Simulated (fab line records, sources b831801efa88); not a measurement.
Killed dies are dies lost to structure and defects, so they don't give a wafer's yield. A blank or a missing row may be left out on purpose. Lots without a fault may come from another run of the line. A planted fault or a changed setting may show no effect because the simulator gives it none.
Which tool did it? | flow sfq_line | 14 lots, 42 wafers sampled, at 2 steps of a route of 325

WHAT THE GAUGES READ, wafer by wafer
The record holds no reading of a measuring or inspecting step that can be judged against a usual standard deviation.

WHICH TOOL RAN EACH LOT (tool, then ch and the chambers of the sampled wafers, then the start)
lot  | SFQ_TRILAYER_A5C_DEP_PECVD_142  | SFQ_TRILAYER_C5_ETCH_VIA_ETCH_154
L787 | pecvd-02 ch 0,1,2, day 62 15:56 | rie_diel-04 ch 0,2,3, day 67 22:28
L788 | pecvd-04 ch 1,2, day 63 01:32   | rie_diel-01 ch 1,2, day 68 02:17
L790 | pecvd-02 ch 0,1,2, day 65 10:47 | rie_diel-01 ch 0,2,3, day 74 14:14
L792 | pecvd-04 ch 0,2, day 65 19:25   | rie_diel-02 ch 0,2,3, day 74 20:14
L795 | pecvd-02 ch 1,2, day 66 14:56   | rie_diel-02 ch 0,3, day 75 10:38
L797 | pecvd-02 ch 0,1, day 67 00:22   | rie_diel-01 ch 1,2,3, day 75 14:14
L798 | pecvd-01 ch 0,1, day 67 01:34   | rie_diel-02 ch 0,2, day 75 16:38
L799 | pecvd-01 ch 0,1, day 67 17:32   | rie_diel-02 ch 0,2,3, day 75 22:38
L802 | pecvd-01 ch 0,2, day 67 22:20   | rie_diel-01 ch 0,1, day 76 08:14
L805 | pecvd-01 ch 0,1,2, day 71 18:18 | rie_diel-02 ch 1,2,3, day 78 13:08
L806 | pecvd-02 ch 1,2, day 71 20:41   | rie_diel-01 ch 0,2,3, day 78 14:20
L807 | pecvd-04 ch 0,1,2, day 71 21:53 | rie_diel-04 ch 0,1,2, day 78 15:32
L808 | pecvd-01 ch 0,1,2, day 71 23:05 | rie_diel-02 ch 1,2,3, day 78 16:44
L809 | pecvd-02 ch 0,1,2, day 72 01:29 | rie_diel-01 ch 0,2,3, day 78 17:56
- SFQ_TRILAYER_A5C_DEP_PECVD_142: deposits SiO2 from SiH4/N2O, time 15.556 s, target thk 70 nm.
- SFQ_TRILAYER_C5_ETCH_VIA_ETCH_154: etches SiO2 in CHF3, stops on Nb, target depth 84 nm.

WHAT THE TOOLS THEMSELVES READ (means of the sampled wafers that have a number; where no wafer has one, the mark that the record gives instead)
SFQ_TRILAYER_A5C_DEP_PECVD_142.
lot  | tool     | heater_power_w (W) | rf_fwd_power_W (W) | showerhead_vpp_V (V) | throttle_valve_pct (%)
L787 | pecvd-02 | 81                 | 179.3              | 830                  | 26.1
L788 | pecvd-04 | 76                 | 181.6              | 888                  | 25.8
L790 | pecvd-02 | 83                 | 180.4              | 834                  | 26.0
L792 | pecvd-04 | 76                 | 180.5              | 906                  | 25.9
L795 | pecvd-02 | 65                 | 180.8              | 822                  | 25.4
L797 | pecvd-02 | 94                 | 179.9              | 841                  | 26.7
L798 | pecvd-01 | 90                 | 179.8              | 796                  | 23.4
L799 | pecvd-01 | 92                 | 179.9              | 798                  | 23.4
L802 | pecvd-01 | 85                 | 180.4              | 842                  | 23.6
L805 | pecvd-01 | 87                 | 179.4              | 819                  | 23.6
L806 | pecvd-02 | 72                 | 180.4              | 796                  | 22.8
L807 | pecvd-04 | 80                 | 180.7              | 896                  | 25.3
L808 | pecvd-01 | 84                 | 180.1              | 829                  | 23.6
L809 | pecvd-02 | 88                 | 179.5              | 832                  | 23.1

SFQ_TRILAYER_C5_ETCH_VIA_ETCH_154.
lot  | tool        | chamber_pressure_mTorr (mTorr) | drypump_motor_current_A (A) | oes_product_au (a.u.) | rf_fwd_power_W (W)
L787 | rie_diel-04 | 30.007                         | 5.9                         | 0.899                 | 496.8
L788 | rie_diel-01 | 30.032                         | 5.8                         | 0.893                 | 495.4
L790 | rie_diel-01 | 29.991                         | 5.8                         | 0.898                 | 494.2
L792 | rie_diel-02 | 30.009                         | 6.0                         | 0.900                 | 495.4
L795 | rie_diel-02 | 30.007                         | 6.2                         | 0.900                 | 493.2
L797 | rie_diel-01 | 29.997                         | 6.0                         | 0.913                 | 494.7
L798 | rie_diel-02 | 30.007                         | 6.0                         | 0.881                 | 493.4
L799 | rie_diel-02 | 30.004                         | 6.0                         | 0.885                 | 495.8
L802 | rie_diel-01 | 29.983                         | 6.1                         | 0.894                 | 498.3
L805 | rie_diel-02 | 30.010                         | 5.9                         | 0.897                 | 495.3
L806 | rie_diel-01 | 29.987                         | 5.8                         | 0.895                 | 494.1
L807 | rie_diel-04 | 29.995                         | 5.6                         | 0.896                 | 493.8
L808 | rie_diel-02 | 29.983                         | 5.8                         | 0.895                 | 497.0
L809 | rie_diel-01 | 30.007                         | 5.8                         | 0.893                 | 495.0

THE ANSWER, worked out from the rows above alone
Rule: what is usual is taken from the lots themselves. Put in order of their means at a reading, lots are off if they are a third of the lots or fewer, leave a main group of 4 or more, and stand apart from it by a gap of 3 or more times the standard deviation of the main group's means; of several such gaps the widest counts. A main group whose means are all the same, to the digits that the tables above print for the reading, isn't used. A lot without any number at a reading at which 4 lots or more have one is off too. The other lots that the step has rows for count as sound. The gauges are gone through in route order, then the tools' own readings, and for those a lot's mean is taken as printed above. The first step at which some lot is off is used, and at that step the reading that is off furthest; a lot without a number counts as furthest.
No lot is off at any reading shown: from this, nothing can be told.

WHAT THE SIMULATOR HAD PUT IN
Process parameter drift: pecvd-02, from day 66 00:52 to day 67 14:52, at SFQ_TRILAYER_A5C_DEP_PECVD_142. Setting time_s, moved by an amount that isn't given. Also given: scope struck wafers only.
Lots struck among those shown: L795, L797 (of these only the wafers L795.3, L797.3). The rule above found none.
